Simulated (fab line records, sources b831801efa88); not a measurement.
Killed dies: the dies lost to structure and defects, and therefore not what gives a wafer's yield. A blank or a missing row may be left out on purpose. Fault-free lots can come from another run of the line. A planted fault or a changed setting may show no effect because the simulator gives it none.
Comparing a struck lot with a sound one || flow sky130 || 15 steps out of a route of 708
Sound: these wafers, L345.2, L345.3, L345.4. Struck: wafer L353.3 (left out: L353.2, L353.4 of the same lot, which were not struck); the cause appears at the end.
For every step that has rows: the tool of each side, followed by ch and its chambers, followed by its first start. Under that, the readings that differ: sound wafers || struck wafers || difference of the means || sigmas: that difference in standard deviations of wafers without a fault.
alike: words and numbers the same on both sides, and readings whose means are apart by under 2 such deviations; not compared: readings that were withheld, readings missing a value for some wafer, numbers with overlapping values and no deviation given by the record, and bounds like >300 which may hide the same value.
The two part at a step that has a row with sigmas, a row that says differs or no value, or rows on one side only. Numbers that don't overlap but have no deviation are shown without sigmas and don't part them. A reading missing from all wafers of one side parts the sides only when that side holds two or more wafers.

first, 4 steps without rows for these wafers: SKY_VIA3_SOFTBAKE_08 (time 90 s); SKY_VIA3_EXPOSE_09 (exposes mask VIM3, target cd 200 nm); SKY_VIA3_PEB_10; SKY_VIA3_DEVELOP_11 (develop time 60 s).
SKY_VIA3_CD_MEAS_12: the cd target is 200 nm.
  sound: cd-sem-02 at day 41 06:26; struck: cd-sem-02 at day 43 11:39
  alike: cd-nm
SKY_VIA3_OVL_MEAS_13:
  sound: overlay-02 at day 41 06:32; struck: overlay-01 at day 43 11:46
  alike: VIA3_OVL
SKY_VIA3_ETCH_14: etches BARC in N2/H2, stops on SiO2, time 45.9 s, target depth 60 nm.
  sound on rie-diel-03 ch 0,1,2, day 41 06:34; struck on rie-diel-03 ch 1, day 43 11:47
{"reading": "n2-flow-sccm (sccm)", "sound": "100.15 100.02 100.05", "struck": 99.46, "difference": -0.61, "sigmas": -2}
  alike: drypump-motor-current-A, h2-flow-sccm, oes-product-au, throttle-valve-pct
  not compared: rf-hours-counter-h
SKY_VIA3_ETCH_15: etches SiO2 in C4F8/O2/Ar, stops on TiN, target depth 507 nm, time 78 s.
  sound on rie-diel-03 ch 0,1,2, day 41 06:37; struck on rie-diel-03 ch 1, day 43 11:50
  alike: oes-product-au
  not compared: rf-hours-counter-h
SKY_VIA3_STRIP_16: strips in O2/N2.
  sound on plasma-asher-02 ch 0,1, day 41 06:40; struck on plasma-asher-04 ch 1, day 43 11:53
  alike: drypump-motor-current-A, n2-flow-sccm, oes-product-au, strip-time-to-endpoint-s
  not compared: rf-hours-counter-h
then, 3 steps without rows for these wafers: SKY_VIA3_STRIP_17 (strips in post etch residue remover, time 1200 s); SKY_VIA3_CLEAN_18 (cleans in IPA, time 180 s); SKY_VIA3_CLEAN_19 (cleans in O3/DIW).
SKY_VIA3_SPUTTER_20: material TiN, target thk 20 nm, time 80 s.
  sound: pvd-sputter-03 at day 41 07:18; struck: pvd-sputter-04 at day 43 12:29
{"reading": "model.TiN_of_VIA3_SPUTTER_20.thk-nm (nm)", "sound": "19.71 19.65 19.98", "struck": 20.63, "difference": "+0.85", "sigmas": ""}
  alike: throttle-valve-pct
SKY_VIA3_CVD_21: deposits W, target thk 390 nm, time 117.31 s.
  sound on cvd-w-01 ch 0,1, day 41 07:22; struck on cvd-w-01 ch 1, day 43 12:32
  alike: heater-power-w
SKY_PAD_OPEN_PROBE_99:
  rows exist in the record for the sound wafers here (prober-01, day 47 05:23), none for the struck ones

## WHERE THEY PART
Earliest at SKY_VIA3_ETCH_14; latest, in this record, at SKY_PAD_OPEN_PROBE_99.

WHY: whatever the simulator had introduced
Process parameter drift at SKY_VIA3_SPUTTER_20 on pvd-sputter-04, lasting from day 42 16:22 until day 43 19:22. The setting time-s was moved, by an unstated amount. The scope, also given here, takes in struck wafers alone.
